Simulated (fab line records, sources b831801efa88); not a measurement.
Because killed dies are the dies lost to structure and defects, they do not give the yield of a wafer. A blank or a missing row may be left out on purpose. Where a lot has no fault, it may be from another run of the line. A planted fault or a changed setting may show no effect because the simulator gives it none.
fab line records | flow sfqLine
record lots=5 | wafers=15 | lastDay=86
route steps=325 shown I4@168 JJ@178
lots that met no fault: from a run of the same line without faults
startH: start of the lot's first displayed wafer, in hours after the record's first day | waitH: time in hours since the lot's previous step | " as in the row above | L1.1+2: one row covering several wafers at once | - no value, or no start given | * or withheld: withheld | < > ~ a bound
route shown NAME@n: NAME is a module with steps in the file, n the number in the route of the first one | usual: mean and standard deviation over wafers with no fault | same: alike in all rows | chamber/n: place in a boat | sites: per-site readings | _std_site: the values' standard deviation | _edge_site: the outer-site mean with the inner-site mean subtracted | radiusMm: how far each site lies from the wafer's centre | mask NAME#n: copy n | behind: tool/chamber where the wafer was last shaped | hold: cause of the lot's hold/its duration in hours/its outcome | device: which transistor (n, p or np) failed to switch | end of line: the tests these same wafers got at the end of their route | where a step has no rows: the recipe by itself | killed: not the wafer's yield, but the dies lost to structure and defects at the first sort | map: shows each die of a wafer: x if killed, . if not, _ if none is there
set.NAME: the setting as run; set.NAME@STEP: as run at that earlier step | model.NAME: the simulator's own value behind a step, which no gauge read
lots at selected steps of the route; one table per step, one row per wafer
services: the hour from which a tool's chamber was out of use, counted from the record's first day as startH (under 0 if before that day), plus the number of hours and why
## steps
# step SFQ_TRILAYER_I4_VIA_LITHO_COAT_103
# recipe resist=KrF | spinRpm=3058 | resistThkNm=650
# step SFQ_TRILAYER_I4_VIA_LITHO_SOFTBAKE_107
# recipe tempC=withheld | timeS=withheld | resist=KrF
# step SFQ_TRILAYER_I4_VIA_LITHO_EXPOSE_104
# recipe maskId=I4 | na=0.6 | sourceShape=conventional | sigmaOuter=0.65 | targetCdNm=700 | doseMj=21.3
# step SFQ_TRILAYER_I4_VIA_LITHO_PEB_106
# recipe pebTempC=115 | pebTimeS=60 | resist=KrF
# step SFQ_TRILAYER_I4_VIA_LITHO_DEVELOP_105
# recipe timeS=60 | resist=KrF
# step SFQ_I4_OVL_MEAS_928
# usual I4_OVL=0/5.9
lot.wafer | tool       | chamber | startH  | waitH | I4_OVL[nm]
L925.1    | overlay-01 | -       | 1095.71 | 0.1   | -5
L925.2    | "          | -       | "       | "     | -12
L925.4    | "          | -       | "       | "     | -9
L926.1    | overlay-01 | -       | 1098.11 | 0.1   | 3
L926.2    | "          | -       | "       | "     | 7
L926.4    | "          | -       | "       | "     | 6
L936.1    | overlay-01 | -       | 1290.29 | 0.1   | 4
L936.4    | "          | -       | "       | "     | 4
L936.5    | "          | -       | "       | "     | 2
L942.1    | overlay-01 | -       | 1314.22 | 0.1   | -9
L942.3    | "          | -       | "       | "     | -5
L942.4    | "          | -       | "       | "     | -13
L944.2    | overlay-01 | -       | 1320.22 | 0.1   | -8
L944.5    | "          | -       | "       | "     | -7
L944.6    | "          | -       | "       | "     | -4
# step SFQ_TRILAYER_I4_VIA_BARC_OPEN_VIA_ETCH_146
# recipe maskMaterial=PR | chemistry=O2 | targetDepthNm=125 | target=BARC | sourceW=500 | biasW=80 | pressureMtorr=30 | timeS=41.7
# usual chamberPressureMTorr=30.000/0.026 | drypumpMotorCurrentA=6.0/0.35 | oesProductAu=0.685/0.0045
lot.wafer | tool       | chamber | startH  | waitH | chamberPressureMTorr | drypumpMotorCurrentA | oesProductAu | rfHoursCounterH
L925.1    | rieDiel-01 | 3       | 1095.75 | 0.0   | 29.974               | 5.8                  | 0.687        | 8
L925.2    | "          | 0       | "       | "     | 30.007               | 6.7                  | 0.686        | 4
L925.4    | "          | 1       | "       | "     | 30.020               | 6.4                  | 0.682        | 12
L926.1    | rieDiel-04 | 3       | 1098.15 | 0.0   | 29.979               | 5.9                  | 0.687        | 11
L926.2    | "          | 2       | "       | "     | 30.037               | 5.9                  | 0.679        | 10
L926.4    | "          | 1       | "       | "     | 30.001               | 5.4                  | 0.690        | 8
L936.1    | rieDiel-04 | 1       | 1290.33 | 0.0   | 30.004               | 5.5                  | 0.682        | 12
L936.4    | "          | 3       | "       | "     | 29.958               | 5.9                  | 0.687        | 14
L936.5    | "          | 1       | "       | "     | 30.007               | 5.5                  | 0.682        | -
L942.1    | rieDiel-01 | 2       | 1314.25 | 0.0   | 30.043               | 5.5                  | 0.686        | 7
L942.3    | "          | 1       | "       | "     | 29.999               | 6.3                  | 0.688        | 16
L942.4    | "          | 3       | "       | "     | 29.966               | 5.8                  | 0.689        | 12
L944.2    | rieDiel-04 | 1       | 1320.25 | 0.0   | 29.981               | 5.4                  | 0.686        | 13
L944.5    | "          | 2       | "       | "     | 30.015               | 5.9                  | 0.676        | -
L944.6    | "          | 3       | "       | "     | 30.012               | 5.9                  | 0.688        | -
# step SFQ_TRILAYER_I4_VIA_ETCH_VIA_ETCH_106
# recipe target=SiO2 | stopOn=Nb | maskMaterial=PR | taperDeg=20 | chemistry=CHF3 | targetDepthNm=260 | sourceW=500 | biasW=80 | pressureMtorr=30 | timeS=withheld
# usual chamberPressureMTorr=29.999/0.026 | drypumpMotorCurrentA=6.0/0.35 | oesProductAu=0.853/0.0054
lot.wafer | tool       | chamber | startH  | waitH | chamberPressureMTorr | drypumpMotorCurrentA | oesProductAu
L925.1    | rieDiel-01 | 3       | 1095.79 | 0.0   | 30.005               | 5.8                  | 0.843
L925.2    | "          | 0       | "       | "     | 30.025               | 6.7                  | 0.854
L925.4    | "          | 1       | "       | "     | 30.003               | 6.3                  | 0.848
L926.1    | rieDiel-04 | 3       | 1098.19 | 0.0   | 29.996               | 5.9                  | 0.851
L926.2    | "          | 2       | "       | "     | 29.988               | 5.9                  | 0.856
L926.4    | "          | 1       | "       | "     | 29.961               | 5.4                  | 0.855
L936.1    | rieDiel-04 | 1       | 1290.37 | 0.0   | 30.031               | 5.4                  | 0.858
L936.4    | "          | 3       | "       | "     | 30.041               | 5.9                  | 0.857
L936.5    | "          | 1       | "       | "     | 29.992               | 5.5                  | 0.847
L942.1    | rieDiel-01 | 2       | 1314.29 | 0.0   | 29.989               | 5.5                  | 0.851
L942.3    | "          | 1       | "       | "     | 29.965               | 6.3                  | 0.848
L942.4    | "          | 3       | "       | "     | 29.941               | 5.8                  | 0.844
L944.2    | rieDiel-04 | 1       | 1320.29 | 0.0   | 30.009               | 5.4                  | 0.855
L944.5    | "          | 2       | "       | "     | 30.028               | 5.9                  | 0.854
L944.6    | "          | 3       | "       | "     | 30.013               | 5.9                  | 0.845
# step SFQ_TRILAYER_I4_VIA_STRIP_STRIP_107
# recipe gas=O2 | powerW=200 | platenTempC=40 | overashFraction=0.65 | chemistry=O2 | pressureMtorr=50
# usual chamberPressureMTorr=50.01/0.047 | drypumpMotorCurrentA=5.8/0.63 | oesProductAu=1.001/0.008
lot.wafer | tool        | chamber | startH  | waitH | chamberPressureMTorr | drypumpMotorCurrentA | oesProductAu | rfHoursCounterH
L925.1    | rieMetal-01 | 0       | 1095.90 | -     | 49.95                | 5.3                  | 1.001        | 49
L925.2    | "           | 1       | "       | "     | 50.04                | 6.3                  | 1.014        | 1
L925.4    | "           | 1       | "       | "     | 50.02                | 6.2                  | 1.017        | -
L926.1    | rieMetal-04 | 1       | 1098.30 | -     | 49.97                | 5.8                  | 0.993        | 8
L926.2    | "           | 0       | "       | "     | 50.00                | 4.8                  | 1.001        | 14
L926.4    | "           | 0       | "       | "     | 49.94                | 4.8                  | 1.012        | -
L936.1    | rieMetal-04 | 0       | 1290.48 | -     | 49.88                | 4.8                  | 1.008        | 46
L936.4    | "           | 0       | "       | "     | 50.04                | 4.8                  | 1.008        | -
L936.5    | "           | 1       | "       | "     | 49.99                | 5.8                  | 1.013        | -
L942.1    | rieMetal-03 | 1       | 1314.41 | -     | 50.14                | 6.1                  | 0.995        | 130
L942.3    | "           | 0       | "       | "     | 49.97                | 6.6                  | 0.997        | -
L942.4    | "           | 1       | "       | "     | 49.96                | 6.1                  | 0.994        | -
L944.2    | rieMetal-03 | 0       | 1320.41 | -     | 49.90                | 6.6                  | 1.011        | 122
L944.5    | "           | 0       | "       | "     | 50.04                | 6.6                  | 0.997        | -
L944.6    | "           | 1       | "       | "     | 50.04                | 6.1                  | 0.993        | -
# step SFQ_TRILAYER_I4_VIA_STRIP_SOLV_CLEAN_108
# recipe chemistry=NMP | tempC=70 | timeS=600
# step SFQ_TRILAYER_JJ_TRILAYER_DEP_PRE_CLEAN_113
# recipe gas=Ar | timeS=22.5 | biasV=250
# step SFQ_TRILAYER_JJ_TRILAYER_DEP_SPUTTER_109
# recipe material=Nb | basePressurePa=1.33e-06 | chamberPressurePa=0.1333 | substrateTempC=20 | targetThkNm=150 | powerW=2000 | timeS=100
# usual cathodeDcPowerW=2000.1/0.35 | chamberPressurePa=0.13328/0.00028 | throttleValvePct=29.5/1.3
lot.wafer | tool          | chamber | startH  | waitH | cathodeDcPowerW | chamberPressurePa | throttleValvePct
L925.1    | pvdSputter-06 | -       | 1096.71 | 0.0   | 2000.0          | 0.13335           | 30.0
L925.2    | "             | -       | "       | "     | 2000.2          | 0.13355           | 28.8
L925.4    | "             | -       | "       | "     | 1999.3          | 0.13349           | 29.5
L926.1    | pvdSputter-03 | -       | 1099.11 | 0.0   | 1999.9          | 0.13373           | 29.7
L926.2    | "             | -       | "       | "     | 1999.9          | 0.1333            | 30.2
L926.4    | "             | -       | "       | "     | 2000.0          | 0.13288           | 27.4
L936.1    | pvdSputter-03 | -       | 1291.29 | 0.0   | 1999.4          | 0.13285           | 29.7
L936.4    | "             | -       | "       | "     | 1999.9          | 0.13315           | 27.5
L936.5    | "             | -       | "       | "     | 1999.7          | 0.13321           | 29.5
L942.1    | pvdSputter-06 | -       | 1315.24 | 0.0   | 2000.1          | 0.13296           | 28.1
L942.3    | "             | -       | "       | "     | 2000.0          | 0.13311           | 30.4
L942.4    | "             | -       | "       | "     | 1999.7          | 0.13385           | 29.4
L944.2    | pvdSputter-06 | -       | 1321.24 | 0.0   | 1999.3          | 0.13342           | 30.3
L944.5    | "             | -       | "       | "     | 1999.9          | 0.13329           | 30.2
L944.6    | "             | -       | "       | "     | 2000.5          | 0.1331            | 28.1
# step SFQ_TRILAYER_JJ_TRILAYER_DEP_SPUTTER_110
# recipe material=Al | basePressurePa=1.33e-06 | targetThkNm=8 | powerW=500 | timeS=10.16 | chamberPressurePa=0.4
# usual cathodeDcPowerW=500.00/0.096 | chamberPressurePa=0.4000/0.00078 | throttleValvePct=29.5/1.2
lot.wafer | tool          | chamber | startH  | waitH | cathodeDcPowerW | chamberPressurePa | throttleValvePct | model.Al_of_TRILAYER_JJ_TRILAYER_DEP_SPUTTER_110.thkNm
L925.1    | pvdSputter-06 | -       | 1096.78 | 0.0   | 500.03          | 0.3998            | 30.1             | 8.123
L925.2    | "             | -       | "       | "     | 499.96          | 0.3983            | 28.3             | 8.137
L925.4    | "             | -       | "       | "     | 500.14          | 0.4000            | 29.1             | 8.154
L926.1    | pvdSputter-03 | -       | 1099.18 | 0.0   | 500.06          | 0.3994            | 29.9             | 7.925
L926.2    | "             | -       | "       | "     | 500.05          | 0.3995            | 30.3             | 8.03
L926.4    | "             | -       | "       | "     | 500.10          | 0.4001            | 27.6             | 8.054
L936.1    | pvdSputter-03 | -       | 1291.36 | 0.0   | 499.77          | 0.3999            | 29.9             | 7.901
L936.4    | "             | -       | "       | "     | 561.26          | 0.3998            | 27.5             | 9.032
L936.5    | "             | -       | "       | "     | 500.09          | 0.3996            | 30.0             | 7.906
L942.1    | pvdSputter-06 | -       | 1315.32 | 0.0   | 500.07          | 0.4010            | 28.1             | 8.211
L942.3    | "             | -       | "       | "     | 500.02          | 0.3996            | 30.4             | 8.186
L942.4    | "             | -       | "       | "     | 500.06          | 0.3998            | 29.3             | 8.151
L944.2    | pvdSputter-06 | -       | 1321.32 | 0.0   | 500.16          | 0.3999            | 30.3             | 8.007
L944.5    | "             | -       | "       | "     | 499.98          | 0.3998            | 30.0             | 8.029
L944.6    | "             | -       | "       | "     | 500.11          | 0.3988            | 28.0             | 8.127
# step SFQ_TRILAYER_JJ_TRILAYER_DEP_AL_OXIDATION_111
# recipe pressureMbar=0.014667 | oxidationTimeS=600 | temperatureK=293
## services
tool          | chamber | startH  | hours | kind
rieMetal-01   | 1       | 1080.92 | -     | clean
rieMetal-01   | 1       | 1080.92 | 12.1  | scheduledDown
rieMetal-01   | 1       | 1080.92 | 12.1  | ventCycle
rieMetal-03   | -       | 1085.31 | 15.8  | repair
pvdSputter-03 | -       | 1092.09 | 2.5   | repair
rieMetal-01   | -       | 1115.28 | 28.1  | pm
rieMetal-04   | 0       | 1135.30 | 3.4   | repair
rieMetal-03   | -       | 1138.70 | 2.8   | pm
rieDiel-04    | 1       | 1145.31 | 6.7   | repair
rieMetal-01   | 0       | 1158.35 | 12.4  | repair
pvdSputter-06 | -       | 1159.98 | 4.5   | repair
rieMetal-01   | -       | 1183.03 | 4.3   | pm
rieDiel-01    | 1       | 1203.91 | 7.9   | repair
rieMetal-03   | -       | 1205.98 | 1.4   | pm
pvdSputter-06 | -       | 1224.93 | 2.0   | repair
rieDiel-04    | 2       | 1249.56 | 3.2   | repair
pvdSputter-06 | -       | 1289.49 | 1.0   | repair
rieDiel-01    | -       | 1306.09 | 0.4   | repair
## key
firstSign step=SFQ_TRILAYER_JJ_TRILAYER_DEP_SPUTTER_110 | reading=cathodeDcPowerW | direction=up | sigmas=99+ | usual=500.00 | struck=561.26
effect none on later readings
modelEffect step=SFQ_TRILAYER_JJ_TRILAYER_DEP_SPUTTER_110 | value=Al_of_TRILAYER_JJ_TRILAYER_DEP_SPUTTER_110.thkNm | without=8.037 | struck=9.032
metAt SFQ_TRILAYER_JJ_TRILAYER_DEP_SPUTTER_110
struckWafers L936.4
onsetBetween 1099.18 1291.36
fault kind=processParameterDrift | tool=pvdSputter-03 | chamber=- | onsetH=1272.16 | steps=SFQ_TRILAYER_JJ_TRILAYER_DEP_SPUTTER_110 | channel=powerW | offset=61.21 | shape=step | endH=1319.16 | actsIn=theseRecipesOnly | stated=500 | scope=struckWafersOnly
